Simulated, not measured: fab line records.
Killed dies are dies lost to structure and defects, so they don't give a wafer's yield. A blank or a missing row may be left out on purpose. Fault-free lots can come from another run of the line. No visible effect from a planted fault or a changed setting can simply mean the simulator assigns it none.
Problem report in the 8D (eight disciplines) form, filled by code :: flow gf180mcu :: the parts of the form that need people (team, actions taken, sign-off) are left out

== 1. WHAT IS WRONG ==
Across 2 wafers from 2 lots, MVPSD_RS at GF_VT_IMPLANT_RS_MEAS_49 averages 1222.5 ohm/sq, while fault-free wafers read 1167.4 ohm/sq with a standard deviation of 2.7. Relative to the usual mean, that is a shift of +20 standard deviations.
The step: measures by four-point-probe.
Seen first at day 11 13:26 on film-metro-03, wafer L179.2. At this step, 40 wafers from 14 lots have a number in the record. Rule for "out", or "out of limits": more than 4 standard deviations from the usual mean. All remaining wafers that have a number are taken as sound.

== 2. WHAT IT IS, AND WHAT IT ISN'T ==
question: which readings at this step
is: MVPSD_RS
is not: -

question: which lots
is: L179, L181
is not: L165, L166, L167, L168, L170, L171, L172, L173, L184, L185, L186, L188

question: which wafers of those lots
is: L179.2, L181.2
is not: L179.5, L181.5

question: read on which gauges
is: film-metro-02, film-metro-03
is not: film-metro-04

question: when
is: from day 11 13:26
is not: up to then (25 sound wafers); but 13 sound wafers of L181, L184, L185, L186, L188 came after

== 3. THE SUSPECTS, EACH WITH WHAT RULES IT OUT ==
Counting: a tool at a process step up to the reading stays a suspect if it ran every lot that is out. Sound lots after the first of them don't rule it out here, since some wafers of a struck lot are sound.
- the gauge at GF_VT_IMPLANT_RS_MEAS_49 has been ruled out. The wafers that are out were read on 2 gauges (film-metro-02, film-metro-03).
- implanter-02 at GF_MVPSD_IMPLANT_09: kept. It ran every lot that is out, first L179 (day 8 13:14); its last sound lot up to then is L173 (day 6 20:46). Out on those wafers are its own readings of beam-on-s, faraday-current-uA.
Remaining after the count: implanter-02 at GF_MVPSD_IMPLANT_09.

== 4. THE CAUSE (what the simulator had put in) ==
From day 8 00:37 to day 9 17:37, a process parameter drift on implanter-02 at GF_MVPSD_IMPLANT_09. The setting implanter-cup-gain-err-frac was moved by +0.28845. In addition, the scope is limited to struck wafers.
The count eliminated every tool but this one.

== 5. SEQUENCE OF EFFECTS, ordered by route ==
Each row: a reading where the mean over the struck wafers with a number is more than 3 standard deviations away from the usual. Only readings whose record carries a usual standard deviation are examined. hours: median over the lots of the time between each lot's start at the first step of this table that gives one and its start at this step. sigmas: the change, counted in usual standard deviations.
hours: 0
step: GF_MVPSD_IMPLANT_09
reading: beam-on-s
usual: 10.01 s
on struck wafers: 7.63
change: -2.38
sigmas: -13

hours: 0
step: GF_MVPSD_IMPLANT_09
reading: faraday-current-uA
usual: 28.2
on struck wafers: 36.8
change: +8.6
sigmas: +17

hours: 74
step: GF_VT_IMPLANT_RS_MEAS_49
reading: MVPSD_RS
usual: 1167.4 ohm/sq
on struck wafers: 1222.5
change: +55.1
sigmas: +20
Process steps it contains:
- GF_MVPSD_IMPLANT_09
At these later measuring or inspecting steps, every struck wafer for which the step has a row has a number for every such reading, and none has moved that far: GF_DUAL_GATE_OVL_MEAS_11, GF_HV_LDD_TW_MEAS_11.

== 6. WHAT WOULD HAVE CAUGHT IT SOONER ==
Counted from the fault's start at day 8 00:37, it took 85 hours until the first out-of-limits reading at a measuring or inspecting step in this record, taken at day 11 13:26.
Tool's own readings at GF_MVPSD_IMPLANT_09, beam-on-s, faraday-current-uA: out on all struck wafers the step has rows for; an alarm limit on them would have tripped on the first.
Each of the lots that are out, 2 in all, had begun GF_MVPSD_IMPLANT_09 on implanter-02 no later than day 11 13:26. A hold on the tool at that time would have spared none of them.
